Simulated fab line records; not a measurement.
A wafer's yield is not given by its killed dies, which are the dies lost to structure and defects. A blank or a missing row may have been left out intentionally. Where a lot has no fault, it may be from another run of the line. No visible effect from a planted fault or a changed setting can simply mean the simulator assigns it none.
8D (eight disciplines) problem report, filled in by code :: flow gf180mcu :: the parts of the form that need people (team, actions taken, sign-off) are left out

== 1. THE ISSUE ==
rf fwd power W at GF_PASSIVATION_CVD_00 reads a mean of 690.9 W on 2 wafers of 2 lots; wafers without a fault read 596.8 W with a standard deviation of 2. Measured from the usual mean, that is +47 standard deviations.
The step: deposits SiO2 from TEOS, target thk 1000 nm, time 111.95 s.
First seen on wafer L203.3, day 29 02:41, on pecvd-01. At this step, 39 wafers from 13 lots have a number in the record. Rule for "out", or "out of limits": more than 4 standard deviations from the usual mean. The rest of the wafers with a number are treated as sound.

== 2. WHAT IT IS AND WHAT IT IS NOT ==
question: which readings at this step
is: rf fwd power W
is not: heater power w

question: which lots
is: L203, L206
is not: L200, L210, L211, L212, L215, L216, L217, L218, L220, L221, L222

question: which wafers of those lots
is: L203.3, L206.5
is not: L203.2, L203.5, L206.4, L206.6

question: read on which tools
is: pecvd-01
is not: pecvd-02, pecvd-03

question: when
is: from day 29 02:41
is not: up to then (5 sound wafers); but 32 sound wafers of L206, L210, L211, L212, L215, L216, L217, L218, L220, L221, L222 came after

== 3. WHAT RULES OUT EACH SUSPECT ==
Counting: any tool at a process step up to the reading remains a suspect provided it ran every lot that is out. Sound lots after the first of them don't rule it out here, since some wafers of a struck lot are sound.
- pecvd-04 at GF_V4_CVD_02 (deposits SiO2 from TEOS, target thk 850 nm, time 94.851 s): kept. It processed each lot that is out (first: L203, day 24 15:51); up to then, its last sound lot is L200 (day 23 11:53).
- pecvd-01 at GF_PASSIVATION_CVD_00 (deposits SiO2 from TEOS, target thk 1000 nm, time 111.95 s): kept. It ran every lot that is out, first L203 (day 29 02:41). Its own readings are out on those wafers: rf fwd power W.
- pecvd-01, GF_PASSIVATION_CVD_00: wafers that are out in chamber 1, sound lot-mates in chambers 0, 2.
The count leaves pecvd-01 at GF_PASSIVATION_CVD_00 and pecvd-04 at GF_V4_CVD_02.

== 4. THE CAUSE (what the simulator had put in) ==
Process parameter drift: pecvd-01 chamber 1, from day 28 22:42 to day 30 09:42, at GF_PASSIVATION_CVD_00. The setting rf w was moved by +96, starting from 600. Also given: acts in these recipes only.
Counting left 2 suspects, and this tool is among them.

== 5. THE CHAIN OF EFFECTS, in route order ==
Rows list readings where the struck wafers' mean (over those with a number) sits beyond 3 standard deviations from the usual. Scope: only readings with a usual standard deviation given in the record; hours: median across lots of the time from each lot's start at the first step in this table that gives one to its start at this step; sigmas: change in usual standard deviations.
hours: 0
step: GF_PASSIVATION_CVD_00
reading: rf fwd power W
usual: 596.8 W
on struck wafers: 690.9
change: +94.1
sigmas: +47
Process steps it contains:
- GF_PASSIVATION_CVD_00: deposits SiO2 from TEOS, target thk 1000 nm, time 111.95 s.

== 6. WHAT WOULD HAVE CAUGHT IT SOONER ==
In this record no reading fell out of limits until day 29 02:41, 4 hours after the fault had begun at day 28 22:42.
